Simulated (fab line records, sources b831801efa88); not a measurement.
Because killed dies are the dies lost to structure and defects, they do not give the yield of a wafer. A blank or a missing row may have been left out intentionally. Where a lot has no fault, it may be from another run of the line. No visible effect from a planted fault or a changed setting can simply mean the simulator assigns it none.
The same fault as seen by 2 desks    flow sfqLine    every desk sees just its own numbers, and what lay behind them comes last

METROLOGY DESK
What the gauges read for every lot (on any tool): the sampled wafers with a number, averaged. The brackets show how far a lot's mean lies from the usual mean; more than 4 standard deviations puts the lot out of limits, marked OUT.
Columns: A = INCOMING_BOW at SFQ_INCOMING_BOW_MEAS_900, usual 1 um
lot   first seen here  A
L332  day 1 10:00      -3
L333  day 1 15:00      2
L334  day 1 20:02      4
L335  day 2 01:01      4
L336  day 2 06:00      3
L337  day 2 11:00      3
L338  day 2 16:01      6
L339  day 2 21:01      -2
L340  day 3 02:00      -4
L348  day 4 18:00      -7
L351  day 5 09:01      -2
L354  day 6 00:00      5
L355  day 6 05:00      2
Finding of this desk: none of the 13 lots has anything out of limits.

THE TOOL OWNER'S DESK: pecvd-03
The tool's own readings at SFQ_TRILAYER_L0_CAP_PECVD_011 (deposits SiO2 from SiH4/N2O, time 13.333 s, target thk 60 nm): means of the sampled wafers that have a number, for each lot that ran on this tool. The brackets show how far a lot's mean lies from the usual mean; more than 4 standard deviations puts the lot out of limits, marked OUT.
Columns: A = heaterPowerW at SFQ_TRILAYER_L0_CAP_PECVD_011, usual 83 W; B = throttleValvePct at SFQ_TRILAYER_L0_CAP_PECVD_011, usual 24.8 %
lot   first seen here  A   B
L348  day 5 13:22      78  25.6
This desk's finding: nothing out of limits on the one lot.

ALL TOGETHER
The metrology desk saw nothing out of limits.
The tool owner's desk saw nothing out of limits.

WHAT THE SIMULATOR HAD INSERTED
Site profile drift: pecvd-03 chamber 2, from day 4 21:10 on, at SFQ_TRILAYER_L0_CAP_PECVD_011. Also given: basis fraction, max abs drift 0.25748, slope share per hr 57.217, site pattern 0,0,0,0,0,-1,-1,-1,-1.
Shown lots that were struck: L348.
